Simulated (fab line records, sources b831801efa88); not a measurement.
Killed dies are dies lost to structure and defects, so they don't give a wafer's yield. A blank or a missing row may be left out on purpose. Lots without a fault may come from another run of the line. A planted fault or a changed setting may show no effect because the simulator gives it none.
Which tool did it? | flow gf180mcu | 12 lots, 35 wafers sampled, at 5 steps of a route of 602

WHAT THE GAUGES READ, wafer by wafer
GF_SALICIDE_THK_MEAS_05: measures by xrf. Usual: SALICIDE_TIN_THK 19.8 nm, standard deviation 0.33.
lot  | measured     | on            | SALICIDE_TIN_THK (nm) | flag
L437 | day 15 10:54 | film_metro-04 | 20.2 20.6 20.4        |
L438 | day 15 13:52 | film_metro-02 | 20.4 20.0 20.3        |
L440 | day 16 07:39 | film_metro-03 | 20.1 20.1 20.1        |
L441 | day 16 23:05 | film_metro-03 | 20.3 19.9 20.2        |
L442 | day 17 08:43 | film_metro-02 | 19.8 19.8 20.0        |
L443 | day 17 17:08 | film_metro-04 | 20.2 19.7             |
L444 | day 18 06:53 | film_metro-02 | 19.5 19.8 19.6        |
L445 | day 18 12:36 | film_metro-02 | 19.6 20.0 19.5        |
L448 | day 19 16:59 | film_metro-03 | 20.1 20.1 20.1        |
L449 | day 19 21:21 | film_metro-04 | 19.7 19.7 19.7        |
L452 | day 20 22:39 | film_metro-03 | 20.2 19.4 19.7        |
L459 | day 23 13:13 | film_metro-04 | 19.8 19.6 19.9        |

GF_V4_THK_MEAS_03. Usual: V4_CVD_02_THK 843 nm, standard deviation 11.
lot  | measured     | on            | V4_CVD_02_THK (nm) | flag
L437 | day 23 16:56 | film_metro-04 | 829 840 858        |
L438 | day 23 20:44 | film_metro-04 | 844 844 864        |
L440 | day 24 14:20 | film_metro-04 | 847 838 861        |
L441 | day 25 04:49 | film_metro-03 | 835 844 843        |
L442 | day 25 15:59 | film_metro-04 | 848 849 859        |
L443 | day 25 20:47 | film_metro-01 | 838 842            |
L444 | day 26 09:23 | film_metro-01 | 834 851 859        |
L445 | day 26 15:44 | film_metro-04 | 820 848 839        |
L448 | day 27 15:53 | film_metro-04 | 790 806 842        |
L449 | day 27 19:08 | film_metro-04 | 845 848 855        |
L452 | day 28 16:50 | film_metro-04 | 830 835 846        |
L459 | day 30 18:32 | film_metro-04 | 831 837 850        |

WHICH TOOL RAN EACH LOT (tool, then ch and the chambers of the sampled wafers, then the start)
lot  | GF_DNWELL_STRIP_08                  | GF_SAB_ETCH_11                     | GF_V4_CVD_02
L437 | plasma_asher-02 ch 0,1, day 3 00:19 | rie_diel-01 ch 0,1,2, day 15 10:22 | pecvd-03 ch 0,1,2, day 23 16:52
L438 | plasma_asher-01 ch 0,1, day 3 03:49 | rie_diel-03 ch 0,1,2, day 15 13:19 | pecvd-03 ch 0,2, day 23 20:39
L440 | plasma_asher-03 ch 0,1, day 3 15:40 | rie_diel-01 ch 0,2,3, day 16 07:07 | pecvd-02 ch 0,1, day 24 14:16
L441 | plasma_asher-02 ch 0,1, day 3 22:32 | rie_diel-01 ch 0,1,3, day 16 22:31 | pecvd-02 ch 0,1,2, day 25 04:43
L442 | plasma_asher-01 ch 0,1, day 4 02:07 | rie_diel-01 ch 0,1,2, day 17 08:13 | pecvd-02 ch 0,1,2, day 25 15:55
L443 | plasma_asher-01 ch 0,1, day 4 07:04 | rie_diel-01 ch 0,2, day 17 16:37   | pecvd-04 ch 0,1, day 25 20:43
L444 | plasma_asher-02 ch 0,1, day 4 15:15 | rie_diel-01 ch 0,1,3, day 18 06:20 | pecvd-02 ch 0,1,2, day 26 09:18
L445 | plasma_asher-01 ch 0,1, day 4 19:28 | rie_diel-01 ch 0,1, day 18 12:05   | pecvd-04 ch 0,1,2, day 26 15:40
L448 | plasma_asher-01 ch 0,1, day 5 10:49 | rie_diel-04 ch 1,2,3, day 19 16:26 | pecvd-04 ch 0,1, day 27 15:48
L449 | plasma_asher-03 ch 1, day 5 15:16   | rie_diel-03 ch 0,2,3, day 19 20:50 | pecvd-03 ch 0,1,2, day 27 19:04
L452 | plasma_asher-01 ch 0,1, day 6 08:34 | rie_diel-04 ch 0,1,3, day 20 22:07 | pecvd-03 ch 0,2, day 28 16:46
L459 | plasma_asher-02 ch 0,1, day 8 00:07 | rie_diel-04 ch 0,3, day 23 12:43   | pecvd-04 ch 1,2, day 30 18:26
- GF_DNWELL_STRIP_08: strips in O2/N2.
- GF_SAB_ETCH_11: etches SiO2 in C4F8/O2/Ar, target depth 55 nm, time 8.5 s.
- GF_V4_CVD_02: deposits SiO2 from TEOS, target thk 850 nm, time 94.851 s.

WHAT THE TOOLS THEMSELVES READ (means of the sampled wafers that have a number; where no wafer has one, the mark that the record gives instead)
GF_DNWELL_STRIP_08. Usual: drypump_motor_current_A 5.46 A, standard deviation 0.26; heater_power_w 356 W, standard deviation 42; oes_product_au 0.723 a.u., standard deviation 0.0047; strip_time_to_endpoint_s 36.96 s, standard deviation 0.1.
lot  | tool            | drypump_motor_current_A (A) | heater_power_w (W) | oes_product_au (a.u.) | strip_time_to_endpoint_s (s) | flag
L437 | plasma_asher-02 | 5.67                        | 395                | 0.724                 | 37.12                        |
L438 | plasma_asher-01 | 5.62                        | 336                | 0.722                 | 36.97                        |
L440 | plasma_asher-03 | 5.12                        | 341                | 0.722                 | 36.97                        |
L441 | plasma_asher-02 | 5.68                        | 396                | 0.719                 | 36.79                        |
L442 | plasma_asher-01 | 5.60                        | 337                | 0.722                 | 37.03                        |
L443 | plasma_asher-01 | 5.66                        | 348                | 0.722                 | 36.95                        |
L444 | plasma_asher-02 | 5.65                        | 401                | 0.722                 | 36.86                        |
L445 | plasma_asher-01 | 5.72                        | 371                | 0.725                 | 36.95                        |
L448 | plasma_asher-01 | 5.61                        | 339                | 0.721                 | 36.99                        |
L449 | plasma_asher-03 | 5.24                        | 328                | 0.722                 | 36.97                        |
L452 | plasma_asher-01 | 5.72                        | 368                | 0.730                 | 36.85                        |
L459 | plasma_asher-02 | 5.65                        | 390                | 0.721                 | 37.04                        |

GF_SAB_ETCH_11. Usual: oes_product_au 0.994 a.u., standard deviation 0.01.
lot  | tool        | oes_product_au (a.u.) | flag
L437 | rie_diel-01 | 0.995                 |
L438 | rie_diel-03 | 0.999                 |
L440 | rie_diel-01 | 1.001                 |
L441 | rie_diel-01 | 0.986                 |
L442 | rie_diel-01 | 1.002                 |
L443 | rie_diel-01 | 0.992                 |
L444 | rie_diel-01 | 0.993                 |
L445 | rie_diel-01 | 0.998                 |
L448 | rie_diel-04 | 0.995                 |
L449 | rie_diel-03 | 0.999                 |
L452 | rie_diel-04 | 0.993                 |
L459 | rie_diel-04 | 0.987                 |

GF_V4_CVD_02. Usual: heater_power_w 663 W, standard deviation 85; rf_fwd_power_W 595.9 W, standard deviation 2.4.
lot  | tool     | heater_power_w (W) | rf_fwd_power_W (W) | flag
L437 | pecvd-03 | 640                | 595.8              |
L438 | pecvd-03 | 612                | 595.2              |
L440 | pecvd-02 | 744                | 597.0              |
L441 | pecvd-02 | 694                | 596.6              |
L442 | pecvd-02 | 684                | 596.7              |
L443 | pecvd-04 | 646                | 598.8              |
L444 | pecvd-02 | 717                | 597.6              |
L445 | pecvd-04 | 711                | 597.4              |
L448 | pecvd-04 | 668                | 533.4              | OFF
L449 | pecvd-03 | 596                | 593.7              |
L452 | pecvd-03 | 625                | 593.4              |
L459 | pecvd-04 | 602                | 594.1              |

THE ANSWER, worked out from the rows above alone
Rule: a lot is off if the mean of its wafers that have a number lies more than 3 standard deviations from the usual mean. A lot without any number at a reading at which 4 lots or more have one is off too. The other lots that the step has rows for count as sound. The gauges are gone through in route order, then the tools' own readings, and for those a lot's mean is taken as printed above. The first step at which some lot is off is used, and at that step the reading that is off furthest; a lot without a number counts as furthest.
Off: L448, at GF_V4_CVD_02 (rf_fwd_power_W).
A tool fits if, at that step or a process step before it, it ran every lot that is off, and no sound lot after the first of them. None of those tried fits.

WHAT THE SIMULATOR HAD PUT IN
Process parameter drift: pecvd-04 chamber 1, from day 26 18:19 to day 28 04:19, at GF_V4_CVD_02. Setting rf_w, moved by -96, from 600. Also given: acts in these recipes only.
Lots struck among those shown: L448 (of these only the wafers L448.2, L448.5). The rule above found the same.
